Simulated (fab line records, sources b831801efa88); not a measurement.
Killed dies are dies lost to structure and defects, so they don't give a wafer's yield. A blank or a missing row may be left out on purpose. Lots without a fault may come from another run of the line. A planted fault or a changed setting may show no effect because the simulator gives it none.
fab line records | flow sky130
record lots=6 wafers=18 last_day=50
route steps=708 shown VIA3@588 METAL4@598
lots that met no fault: from a run of the same line without faults
start_h: hours from the record's first day to the start of the lot's first wafer shown | wait_h: hours since the lot's step before | " the same as in the row above | L1.1+2: a row that stands for several wafers | - no value, or no start given | * or withheld: withheld | < > ~ a bound
route shown NAME@n: a module of which the file shows steps, and the number in the route of the first | usual: mean/standard deviation of fault-free wafers | same: alike in all rows | chamber/n: place in a boat | sites: the reading at each site | _std_site: their standard deviation | _edge_site: outer sites' mean less inner sites' | radius_mm: how far each site lies from the wafer's centre | mask NAME#n: copy n | behind: the tool/chamber that last shaped the wafer | hold: why the lot was held/for how many hours/how that ended | device: the transistor (n, p or np) that didn't switch | end of line: the same wafers' tests at the end of the route | a step without rows: its recipe alone | killed: dies lost to structure and defects at the first sort, not the wafer's yield | map: a wafer's dies, x killed, . not, _ none there
set.NAME: the setting as run; set.NAME@STEP: as run at that earlier step | model.NAME: the simulator's own value behind a step, which no gauge read
lots at some steps of the route; a table a step, a row a wafer
services: from which hour (start_h, from the record's first day; less than 0 if before it) a tool's chamber was out of use, for how many hours, and why
## steps
# step SKY_VIA3_ETCH_15
# recipe target=SiO2 chemistry=C4F8/O2/Ar target_depth_nm=507 stop_on=TiN mask_material=KrF-thick source_w=1500 bias_w=1200 pressure_mtorr=40 c4f8_flow_sccm=withheld O2_flow_sccm=6 Ar_flow_sccm=300 time_s=78
# usual oes_product_au=0.947/0.0049 rf_fwd_power_W=1490/4.6
# columns lot.wafer tool chamber start_h wait_h oes_product_au rf_fwd_power_W rf_hours_counter_h
L938.1 rie_diel-01 0 981.65 0.0 0.946 1490 24
L938.3 " 1 " " 0.946 1484 21
L938.5 " 0 " " 0.949 1492 -
L941.2 rie_diel-04 3 993.36 0.0 0.949 1486 18
L941.4 " 0 " " 0.947 1477 -
L941.5 " 1 " " 0.947 1493 -
L951.3 rie_diel-04 0 1054.99 0.0 0.942 1494 13
L951.5 " 1 " " 0.947 1488 -
L951.6 " 0 " " 0.946 1494 -
L952.1 rie_diel-03 3 1063.41 0.0 0.945 1489 14
L952.3 " 1 " " 0.940 1495 25
L952.4 " 0 " " 0.948 1490 0
L954.1 rie_diel-03 0 1077.90 0.0 0.948 1488 1
L954.5 " 2 " " 0.947 1495 -
L954.6 " 1 " " 0.950 1489 -
L955.1 rie_diel-03 1 1086.61 0.0 0.948 1494 26
L955.3 " 2 " " 0.940 1487 17
L955.5 " 3 " " 0.950 1487 -
# step SKY_VIA3_STRIP_16
# recipe chemistry=O2/N2 power_w=1400 pressure_mtorr=1500 platen_temp_c=withheld o2_flow_sccm=3000 n2_flow_sccm=300 overash_fraction=0.5
# usual drypump_motor_current_A=5.7/0.43 oes_product_au=0.402/0.005 strip_time_to_endpoint_s=4.137/0.025
# columns lot.wafer tool chamber start_h wait_h drypump_motor_current_A oes_product_au rf_hours_counter_h strip_time_to_endpoint_s
L938.1 plasma_asher-04 1 981.71 0.0 6.4 0.399 89 4.137
L938.3 " 1 " " 6.4 0.412 - 4.183
L938.5 " 0 " " 5.9 0.405 - 4.150
L941.2 plasma_asher-01 0 993.42 0.0 5.2 0.400 27 4.173
L941.4 " 1 " " 5.7 0.408 - 4.186
L941.5 " 1 " " 5.7 0.410 - 4.172
L951.3 plasma_asher-04 1 1055.09 0.1 6.3 0.404 - 4.182
L951.5 " 1 " " 6.3 0.401 - 4.158
L951.6 " 0 " " 6.0 0.408 - 4.155
L952.1 plasma_asher-04 0 1063.47 0.0 5.9 0.406 99 4.133
L952.3 " 1 " " 6.3 0.406 - 4.146
L952.4 " 0 " " 5.9 0.401 - 4.150
L954.1 plasma_asher-01 1 1077.96 0.0 5.7 0.406 31 4.120
L954.5 " 0 " " 5.2 0.407 - 4.092
L954.6 " 1 " " 5.7 0.394 - 4.080
L955.1 plasma_asher-01 1 1086.67 0.0 5.7 0.405 32 4.119
L955.3 " 1 " " 5.7 0.411 - 4.135
L955.5 " 1 " " 5.7 0.398 - 4.113
# step SKY_VIA3_STRIP_17
# recipe chemistry=post_etch_residue_remover time_s=1200 temp_c=72.5
# step SKY_VIA3_CLEAN_18
# recipe chemistry=IPA time_s=180 temp_c=25
# step SKY_VIA3_CLEAN_19
# recipe chemistry=O3/DIW dry=n2_spin
# step SKY_VIA3_SPUTTER_20
# recipe material=TiN target_thk_nm=20 chamber_pressure_pa=5 power_w=4000 time_s=80
# usual cathode_dc_power_W=4000.0/0.76 chamber_pressure_pa=5.002/0.0086 throttle_valve_pct=30.2/0.91
# columns lot.wafer tool chamber start_h wait_h cathode_dc_power_W chamber_pressure_pa throttle_valve_pct
L938.1 pvd_sputter-03 - 982.31 0.0 4001.2 5.006 32.2
L938.3 " - " " 3999.2 5.009 30.0
L938.5 " - " " 3999.2 5.002 29.6
L941.2 pvd_sputter-01 - 994.02 0.0 3999.5 4.983 29.7
L941.4 " - " " 4000.0 5.006 30.5
L941.5 " - " " 4001.1 5.002 30.9
L951.3 pvd_sputter-03 - 1055.70 0.0 3999.8 5.014 30.4
L951.5 " - " " 3998.9 4.983 30.2
L951.6 " - " " 4000.9 4.986 32.1
L952.1 pvd_sputter-01 - 1064.11 0.0 3999.5 5.007 28.9
L952.3 " - " " 4000.2 5.007 30.4
L952.4 " - " " 4000.7 4.993 29.6
L954.1 pvd_sputter-03 - 1079.07 0.0 3998.9 5.016 29.6
L954.5 " - " " 4000.4 5.005 30.7
L954.6 " - " " 4000.3 5.017 30.2
L955.1 pvd_sputter-01 - 1087.31 0.0 3998.7 5.004 29.0
L955.3 " - " " 4000.4 4.997 30.9
L955.5 " - " " 4000.4 4.997 31.0
# step SKY_VIA3_CVD_21
# recipe material=W target_thk_nm=390 time_s=117.31 temp_c=400 pressure_torr=40
# step SKY_VIA3_RS_MEAS_22
# recipe thk_meas_gauge=four-point-probe reads=W_of_VIA3_CVD_21+TiN_of_VIA3_SPUTTER_20
# usual VIA3_W_RS=0.296/0.0045
# columns lot.wafer tool chamber start_h wait_h VIA3_W_RS[ohm/sq]
L938.1 film_metro-03 - 982.49 0.1 0.300
L938.3 " - " " 0.298
L938.5 " - " " 0.299
L941.2 film_metro-01 - 994.22 0.1 0.300
L941.4 " - " " 0.286
L941.5 " - " " 0.297
L951.3 film_metro-03 - 1055.92 0.1 0.299
L951.5 " - " " 0.299
L951.6 " - " " 0.301
L952.1 film_metro-01 - 1064.30 0.1 0.297
L952.3 " - " " 0.291
L952.4 " - " " 0.293
L954.1 film_metro-03 - 1079.25 0.1 0.299
L954.5 " - " " 0.297
L954.6 " - " " 0.298
L955.1 film_metro-03 - 1087.49 0.1 0.300
L955.3 " - " " 0.301
L955.5 " - " " 0.300
# step SKY_VIA3_THK_MEAS_23
# recipe thk_meas_gauge=xrf reads=W_of_VIA3_CVD_21
# usual VIA3_W_THK=395/5.7
# columns lot.wafer tool chamber start_h wait_h VIA3_W_THK[nm]
L938.1 film_metro-03 - 982.61 0.1 389
L938.3 " - " " 390
L938.5 " - " " 389
L941.2 film_metro-01 - 994.33 0.1 383
L941.4 " - " " 402
L941.5 " - " " 391
L951.3 film_metro-03 - 1056.02 0.1 391
L951.5 " - " " 389
L951.6 " - " " 389
L952.1 film_metro-01 - 1064.42 0.1 392
L952.3 " - " " 400
L952.4 " - " " 395
L954.1 film_metro-03 - 1079.37 0.1 392
L954.5 " - " " 395
L954.6 " - " " 396
L955.1 film_metro-03 - 1087.61 0.1 389
L955.3 " - " " 388
L955.5 " - " " 388
# step SKY_VIA3_CMP_24
# recipe stop_on=SiO2 t_overpolish_s=20 down_force_psi=3.5 platen_rpm=60 target_thk_nm=0 pad_velocity_m_s=0.94248
# usual motor_current_A=11.1/0.79 overpolish_run_s=20.000/0.0098 platen_rpm=60.01/0.037 time_to_endpoint_s=95/5
# columns lot.wafer tool chamber start_h wait_h motor_current_A overpolish_run_s platen_rpm time_to_endpoint_s
L938.1 cmp-02 1 982.72 0.1 12.4 19.988 60.02 97
L938.3 " 2 " " 10.6 20.009 60.02 95
L938.5 " 0 " " 10.7 20.007 60.04 90
L941.2 cmp-02 1 994.91 0.6 12.9 19.984 60.01 100
L941.4 " 2 " " 11.1 19.988 60.04 106
L941.5 " 3 " " 10.1 20.002 59.92 95
L951.3 cmp-01 1 1056.16 0.1 11.2 20.008 59.96 91
L951.6 " 3 " " 11.6 19.999 59.95 92
L951.5 " 0 " " 10.5 19.993 60.03 89
L952.1 cmp-01 3 1064.48 0.1 11.2 20.008 60.05 93
L952.3 " 1 " " 10.4 19.997 59.98 94
L952.4 " 2 " " 11.0 19.996 59.95 93
L954.1 cmp-01 2 1079.53 0.1 11.1 19.993 60.04 86
L954.5 " 0 " " 11.1 20.010 60.03 85
L954.6 " 1 " " 11.7 20.013 60.01 86
L955.3 cmp-01 1 1087.94 0.3 11.3 19.980 60.05 91
L955.1 " 3 " " 11.0 20.004 59.99 95
L955.5 " 1 " " 11.3 19.995 60.04 93
# step SKY_METAL4_SPUTTER_00
# recipe material=Ti target_thk_nm=15 power_w=3000 time_s=10 chamber_pressure_pa=0.4
# step SKY_METAL4_SPUTTER_01
# recipe material=TiN target_thk_nm=20 power_w=6500 time_s=16.7 chamber_pressure_pa=0.4
# step SKY_METAL4_SPUTTER_02
# recipe material=AlCu target_thk_nm=735 power_w=10600 time_s=39.1 chamber_pressure_pa=0.4
# usual cathode_dc_power_W=10600/1.8 chamber_pressure_pa=0.4000/0.00089 throttle_valve_pct=30.4/0.92
# columns lot.wafer tool chamber start_h wait_h cathode_dc_power_W chamber_pressure_pa throttle_valve_pct
L938.1 pvd_sputter-04 - 983.02 0.0 10597 0.4005 30.2
L938.3 " - " " 10599 0.4006 30.0
L938.5 " - " " 10602 0.4016 30.7
L941.2 pvd_sputter-03 - 995.16 0.0 10599 0.3995 29.7
L941.4 " - " " 10596 0.3999 30.7
L941.5 " - " " 10600 0.3999 30.3
L951.3 pvd_sputter-04 - 1056.41 0.0 - - -
L951.5 " - " " - - -
L951.6 " - " " - - -
L952.1 pvd_sputter-03 - 1064.83 0.0 - - -
L952.3 " - " " - - -
L952.4 " - " " - - -
L954.1 pvd_sputter-02 - 1079.78 0.0 10597 0.4002 30.0
L954.5 " - " " 10600 0.4006 30.0
L954.6 " - " " 10601 0.4002 31.8
L955.1 pvd_sputter-03 - 1088.24 0.0 10598 0.3998 30.6
L955.3 " - " " 10602 0.3996 30.0
L955.5 " - " " 10602 0.3989 29.9
# step SKY_METAL4_SPUTTER_03
# recipe material=Ti target_thk_nm=5 power_w=3000 time_s=3.3 chamber_pressure_pa=0.4
# usual cathode_dc_power_W=3000.0/0.57 chamber_pressure_pa=0.4000/0.00078 throttle_valve_pct=30.4/0.93
# columns lot.wafer tool chamber start_h wait_h cathode_dc_power_W chamber_pressure_pa throttle_valve_pct
L938.1 pvd_sputter-04 - 983.06 0.0 2998.7 0.3988 29.9
L938.3 " - " " 3000.5 0.3979 29.7
L938.5 " - " " 2999.7 0.3993 30.4
L941.2 pvd_sputter-03 - 995.20 0.0 3000.5 0.4003 30.0
L941.4 " - " " 3000.6 0.4011 30.4
L941.5 " - " " 2999.7 0.3996 30.7
L951.3 pvd_sputter-04 - 1056.45 0.0 3001.0 0.3991 29.7
L951.5 " - " " 2999.6 0.4001 29.4
L951.6 " - " " 3000.0 0.4003 29.9
L952.1 pvd_sputter-03 - 1064.86 0.0 3001.1 0.4005 30.0
L952.3 " - " " 2999.7 0.3998 30.4
L952.4 " - " " 3000.8 0.4007 32.3
L954.1 pvd_sputter-02 - 1079.82 0.0 2999.3 0.4012 29.8
L954.5 " - " " 2999.7 0.4008 30.0
L954.6 " - " " 3001.1 0.4000 31.7
L955.1 pvd_sputter-03 - 1088.28 0.0 2999.6 0.4000 30.6
L955.3 " - " " 3000.5 0.4004 30.0
L955.5 " - " " 3000.5 0.3993 29.9
## services
# columns tool chamber start_h hours kind
pvd_sputter-03 - 958.29 1.7 repair
plasma_asher-04 - 958.88 4.0 repair
rie_diel-04 0 968.87 4.2 repair
plasma_asher-01 - 977.73 2.8 pm
cmp-02 - 979.99 2.6 repair
cmp-01 - 993.00 3.7 pm
cmp-02 - 996.71 9.6 pm
pvd_sputter-04 - 998.50 20.5 repair
pvd_sputter-01 - 1003.75 2.3 repair
pvd_sputter-02 - 1006.70 2.7 repair
cmp-02 - 1011.79 2.3 repair
cmp-01 - 1015.77 4.3 repair
plasma_asher-01 - 1022.59 12.5 repair
rie_diel-04 - 1024.26 0.4 repair
rie_diel-04 - 1037.80 0.6 repair
rie_diel-04 3 1041.35 4.2 repair
plasma_asher-01 - 1047.77 25.3 repair
plasma_asher-04 - 1053.68 0.5 repair
cmp-02 - 1058.54 3.6 pm
rie_diel-03 2 1066.54 9.2 repair
plasma_asher-04 - 1069.11 1.4 repair
cmp-01 - 1071.48 3.0 repair
pvd_sputter-03 - 1085.52 1.1 repair
cmp-02 - 1087.02 4.0 pm
## key
first_sign step=SKY_METAL4_SPUTTER_02 reading=tool_record direction=missing
effect none on later readings
met_at SKY_METAL4_SPUTTER_02
struck_wafers L951.3,L951.5,L951.6,L952.1,L952.3,L952.4
later_rows_left_out L951.3,L951.5,L951.6,L952.1,L952.3,L952.4
sort_left_out L951.3,L951.5,L951.6,L952.1,L952.3,L952.4
onset_between 995.16 1056.41
fault kind=skipped_step_whole tool=pvd_sputter-03,pvd_sputter-04 chamber=- onset_h=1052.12 steps=SKY_METAL4_SPUTTER_02 scope=struck_lots_only
# sort_left_out: the simulated sort isn't trusted on such a fault, so these wafers' sort isn't shown, and their yield isn't known
# later_rows_left_out: the simulator's readings of these wafers behind a module that went badly wrong aren't trusted and aren't shown, but for the sort
